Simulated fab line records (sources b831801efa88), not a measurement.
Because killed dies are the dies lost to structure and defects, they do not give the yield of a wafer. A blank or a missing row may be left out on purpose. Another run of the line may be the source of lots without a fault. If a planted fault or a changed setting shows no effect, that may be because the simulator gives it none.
A struck lot beside a sound one :: flow gf180mcu :: 19 out of 602 route steps
Sound: wafers L875.1, L875.2, L875.4. Struck: wafers L885.3, L885.4, L885.5. The cause is given at the end.
Each step with rows lists, per side, the tool, then ch with its chambers, then its first start. Under that, the readings that differ: sound wafers :: struck wafers :: difference of the means :: sigmas: that difference in standard deviations of wafers without a fault.
alike: readings with means less than 2 such deviations apart, plus words and numbers identical on both sides. not compared: withheld readings, readings lacking a value on some wafer, bounds such as >300 that could conceal the same value, and numbers that have no deviation in the record and whose values overlap.
A row with sigmas, a row that says differs or no value, or rows on one side alone: a step with any of these is where the two part. When numbers do not overlap yet have no deviation, they are printed without sigmas and do not part them. A reading that every wafer of one side lacks parts them only if that side has two wafers or more.

first, 1 step without rows for these wafers: GF_HV_LDD_CLEAN_51 (cleans in SC1/SC2, time 150 s).
GF_HV_LDD_RTA_52: time 10 s.
  sound on rtpAnneal-01 ch 0, day 14 21:53; struck on rtpAnneal-02 ch 0, day 18 00:25
reading: lampPowerPct (%)
sound: 34.9 34.9 34.9
struck: 29.0 29.0 29.0
difference: -5.9
sigmas: -2
  alike: wafer_temp_C_max
GF_HV_LDD_RS_MEAS_53: measurement is done with a four-point probe.
  struck on filmMetro-04, day 18 00:29; sound on filmMetro-04, day 14 21:58
  alike: HV_LDD_RS
then, 1 step without rows for these wafers: GF_HV_LDD_CVD_54 (deposits SiO2 from TEOS, target thk 10 nm, time 75 s).
GF_HV_LDD_THK_MEAS_55:
  struck on filmMetro-01, day 18 01:37; sound on filmMetro-01, day 14 23:06
  alike: HV_LDD_CVD_54_THK
then, 1 step without rows for these wafers: GF_HV_LDD_CVD_56 (deposits Si3N4 from DCS/NH3, target thk 90 nm, time 1543 s).
GF_HV_LDD_THK_MEAS_57:
  struck on filmMetro-01, day 18 03:06; sound on filmMetro-01, day 15 00:35
  alike: HV_LDD_CVD_56_THK
GF_HV_LDD_ETCHBACK_58: etches Si3N4 in CH3F/O2, stops on SiO2, time 100 s, target depth 90 nm.
  sound on rieDiel-02 ch 1,2,3, day 15 00:39; struck on rieDiel-04 ch 0,2, day 18 03:08
  alike: drypumpMotorCurrentA, oesProductAu, throttleValvePct
  not compared: rfHoursCounterH
then, 4 steps without rows for these wafers: GF_NSD_DEHYDRATE_00 (time 60 s); GF_NSD_HMDS_01 (prime time 60 s); GF_NSD_COAT_02 (resist thk 1000 nm); GF_NSD_SOFTBAKE_03 (time 60 s).
GF_NSD_EXPOSE_04: exposes mask Nplus, target cd 400 nm.
  sound on ilineStepper-01 ch 0, day 15 11:25; struck on ilineStepper-01 ch 0, day 18 15:04
reading: model.NSD.overlayXNm (nm)
sound: -1.604 -1.604 -1.604
struck: -83.71 -83.71 -83.71
difference: -82.11
sigmas: 
  alike: mask, stageVelMmS
then, 2 steps without rows for these wafers: GF_NSD_PEB_05; GF_NSD_DEVELOP_06 (develop time 60 s).
GF_NSD_CD_MEAS_07: the cd target is 400 nm.
  struck on cdSem-02, day 19 02:52; sound on cdSem-01, day 15 22:10
reading: cdNm (nm)
sound: 401.2 401.1 403.0
struck: 397.3 398.7 397.2
difference: -4.0
sigmas: -2
GF_NSD_OVL_MEAS_08:
  struck on overlay-01, day 19 02:58; sound on overlay-02, day 15 22:17
reading: NSD_OVL (nm)
sound: -3.1 -2.3 -2.0
struck: -84.9 -84.0 -82.8
difference: -81.4
sigmas: -68
then, 1 step without rows for these wafers: GF_NSD_IMPLANT_09.
GF_PASSIVATION_PROBE_99:
  the record holds rows for the sound wafers here (prober-01, day 31 11:21) but none for the struck ones

## WHERE THEY PART
Earliest at GF_HV_LDD_RTA_52; latest, in this record, at GF_PASSIVATION_PROBE_99.

WHY: whatever the simulator had introduced
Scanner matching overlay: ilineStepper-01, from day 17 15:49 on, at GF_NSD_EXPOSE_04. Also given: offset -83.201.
